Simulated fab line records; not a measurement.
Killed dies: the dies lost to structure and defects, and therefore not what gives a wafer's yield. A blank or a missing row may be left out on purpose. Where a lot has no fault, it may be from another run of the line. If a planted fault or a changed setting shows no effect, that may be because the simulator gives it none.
Which of the tools did it? || flow gf180mcu || 13 lots with 39 wafers sampled at 3 steps, on a route of 602 steps

WHAT EACH GAUGE READ, for each wafer
GF_DNWELL_TW_MEAS_09.
{"lot": "L163", "measured": "day 2 19:26", "on": "film metro-03", "DNWELL_TW": "1355 1360 1360"}
{"lot": "L164", "measured": "day 3 02:15", "on": "film metro-04", "DNWELL_TW": "1355 1357 1360"}
{"lot": "L166", "measured": "day 3 10:29", "on": "film metro-03", "DNWELL_TW": "1350 1349 1348"}
{"lot": "L168", "measured": "day 3 20:42", "on": "film metro-03", "DNWELL_TW": "1347 1348 1342"}
{"lot": "L171", "measured": "day 4 14:14", "on": "film metro-01", "DNWELL_TW": "1332 1332 1340"}
{"lot": "L172", "measured": "day 4 17:19", "on": "film metro-03", "DNWELL_TW": "1346 1346 1349"}
{"lot": "L173", "measured": "day 4 23:59", "on": "film metro-04", "DNWELL_TW": "1349 1357 1353"}
{"lot": "L174", "measured": "day 5 08:12", "on": "film metro-01", "DNWELL_TW": "1347 1355 1345"}
{"lot": "L177", "measured": "day 5 20:55", "on": "film metro-04", "DNWELL_TW": "1345 1344 1349"}
{"lot": "L179", "measured": "day 6 09:09", "on": "film metro-01", "DNWELL_TW": "1365 1357 1357"}
{"lot": "L182", "measured": "day 6 23:11", "on": "film metro-01", "DNWELL_TW": "1363 1360 1358"}
{"lot": "L183", "measured": "day 7 06:15", "on": "film metro-04", "DNWELL_TW": "1528 1526 1526"}
{"lot": "L186", "measured": "day 7 19:58", "on": "film metro-04", "DNWELL_TW": "1527 1527 1531"}

GF_M2_OVL_MEAS_15.
{"lot": "L163", "measured": "day 19 03:41", "on": "overlay-01", "M2_OVL (nm)": "-2 1 0"}
{"lot": "L164", "measured": "day 19 14:39", "on": "overlay-01", "M2_OVL (nm)": "3 8 14"}
{"lot": "L166", "measured": "day 20 03:56", "on": "overlay-02", "M2_OVL (nm)": "-2 0 3"}
{"lot": "L168", "measured": "day 21 04:31", "on": "overlay-02", "M2_OVL (nm)": "-7 -11 -5"}
{"lot": "L171", "measured": "day 22 05:47", "on": "overlay-01", "M2_OVL (nm)": "5 3 0"}
{"lot": "L172", "measured": "day 22 16:25", "on": "overlay-01", "M2_OVL (nm)": "2 -10 0"}
{"lot": "L173", "measured": "day 23 01:23", "on": "overlay-01", "M2_OVL (nm)": "8 5 9"}
{"lot": "L174", "measured": "day 23 11:22", "on": "overlay-02", "M2_OVL (nm)": "3 -4 4"}
{"lot": "L177", "measured": "day 24 08:29", "on": "overlay-01", "M2_OVL (nm)": "2 2 6"}
{"lot": "L179", "measured": "day 25 01:57", "on": "overlay-02", "M2_OVL (nm)": "-8 -7 -14"}
{"lot": "L182", "measured": "day 25 21:15", "on": "overlay-02", "M2_OVL (nm)": "-3 -3 -3"}
{"lot": "L183", "measured": "day 26 04:58", "on": "overlay-02", "M2_OVL (nm)": "-6 -8 -12"}
{"lot": "L186", "measured": "day 26 22:52", "on": "overlay-01", "M2_OVL (nm)": "2 2 6"}

WHICH TOOL RAN EACH LOT (tool, then ch and the chambers of the sampled wafers, then the start)
{"lot": "L163", "GF_DNWELL_IMPLANT_07": "implanter-02 ch 0, day 2 19:11"}
{"lot": "L164", "GF_DNWELL_IMPLANT_07": "implanter-02 ch 0, day 3 02:01"}
{"lot": "L166", "GF_DNWELL_IMPLANT_07": "implanter-02 ch 0, day 3 10:14"}
{"lot": "L168", "GF_DNWELL_IMPLANT_07": "implanter-01 ch 0, day 3 20:29"}
{"lot": "L171", "GF_DNWELL_IMPLANT_07": "implanter-02 ch 0, day 4 14:01"}
{"lot": "L172", "GF_DNWELL_IMPLANT_07": "implanter-02 ch 0, day 4 17:05"}
{"lot": "L173", "GF_DNWELL_IMPLANT_07": "implanter-01 ch 0, day 4 23:46"}
{"lot": "L174", "GF_DNWELL_IMPLANT_07": "implanter-02 ch 0, day 5 07:58"}
{"lot": "L177", "GF_DNWELL_IMPLANT_07": "implanter-01 ch 0, day 5 20:40"}
{"lot": "L179", "GF_DNWELL_IMPLANT_07": "implanter-02 ch 0, day 6 08:55"}
{"lot": "L182", "GF_DNWELL_IMPLANT_07": "implanter-02 ch 0, day 6 22:56"}
{"lot": "L183", "GF_DNWELL_IMPLANT_07": "implanter-01 ch 0, day 7 06:01"}
{"lot": "L186", "GF_DNWELL_IMPLANT_07": "implanter-01 ch 0, day 7 19:46"}
- GF_DNWELL_IMPLANT_07

WHAT THE TOOLS THEMSELVES READ (means of the sampled wafers that have a number; where no wafer has one, the mark that the record gives instead)
GF_DNWELL_IMPLANT_07.
{"lot": "L163", "tool": "implanter-02", "tilt deg (degrees)": -0.003}
{"lot": "L164", "tool": "implanter-02", "tilt deg (degrees)": -0.024}
{"lot": "L166", "tool": "implanter-02", "tilt deg (degrees)": -0.005}
{"lot": "L168", "tool": "implanter-01", "tilt deg (degrees)": 0.010}
{"lot": "L171", "tool": "implanter-02", "tilt deg (degrees)": -0.015}
{"lot": "L172", "tool": "implanter-02", "tilt deg (degrees)": 0.003}
{"lot": "L173", "tool": "implanter-01", "tilt deg (degrees)": 0.002}
{"lot": "L174", "tool": "implanter-02", "tilt deg (degrees)": 0.001}
{"lot": "L177", "tool": "implanter-01", "tilt deg (degrees)": 0.010}
{"lot": "L179", "tool": "implanter-02", "tilt deg (degrees)": -0.009}
{"lot": "L182", "tool": "implanter-02", "tilt deg (degrees)": -0.003}
{"lot": "L183", "tool": "implanter-01", "tilt deg (degrees)": 6.381}
{"lot": "L186", "tool": "implanter-01", "tilt deg (degrees)": 6.409}

THE ANSWER, worked out from the rows above alone
Rule: the usual values come from the lots themselves. The widest of any qualifying gaps counts: lots, ordered by their means at a reading, are off when they make up no more than a third of the lots, leave a main group of 4 or more, and stand apart from it by 3 or more times the standard deviation of that group's means. A main group whose means are all the same, to the digits that the tables above print for the reading, isn't used. A lot without any number at a reading at which 4 lots or more have one is off too. Where the step has rows for the other lots, those lots are counted as sound. Order of review: gauges by route order, followed by the tools' own readings, for which a lot's mean as printed above is used. At the first step where some lot is off, the reading lying furthest off is the one used; lots without a number count as furthest.
Off: at GF_DNWELL_TW_MEAS_09 (DNWELL_TW), L183, L186. The main group has a mean of 1351 with a standard deviation of 7.4.
A tool fits if, at a process step before that reading, it ran every lot that is off, and no sound lot after the first of them. Not tried: the gauges at GF_DNWELL_TW_MEAS_09; whatever is off there is also off at GF_DNWELL_IMPLANT_07, on other tools, and gauge error can't account for it. One candidate fits, namely implanter-01 at GF_DNWELL_IMPLANT_07. A fault onset in the window from L177 (day 5 20:40, its last sound lot) to L183 (day 7 06:01, its first lot off) fits.
The tool's own readings at GF_DNWELL_IMPLANT_07 bear it out: on the lots that are off they differ by more than 5 times the standard deviation of the sound lots' means. tilt deg reads 6.395 degrees there against -0.003 degrees on the sound lots.

WHAT THE SIMULATOR HAD PUT IN
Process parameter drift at GF_DNWELL_IMPLANT_07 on implanter-01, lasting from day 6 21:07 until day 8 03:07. From 0, the setting tilt deg moved by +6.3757. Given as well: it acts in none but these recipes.
Shown lots that were struck: L183, L186. The rule given above showed the same thing.
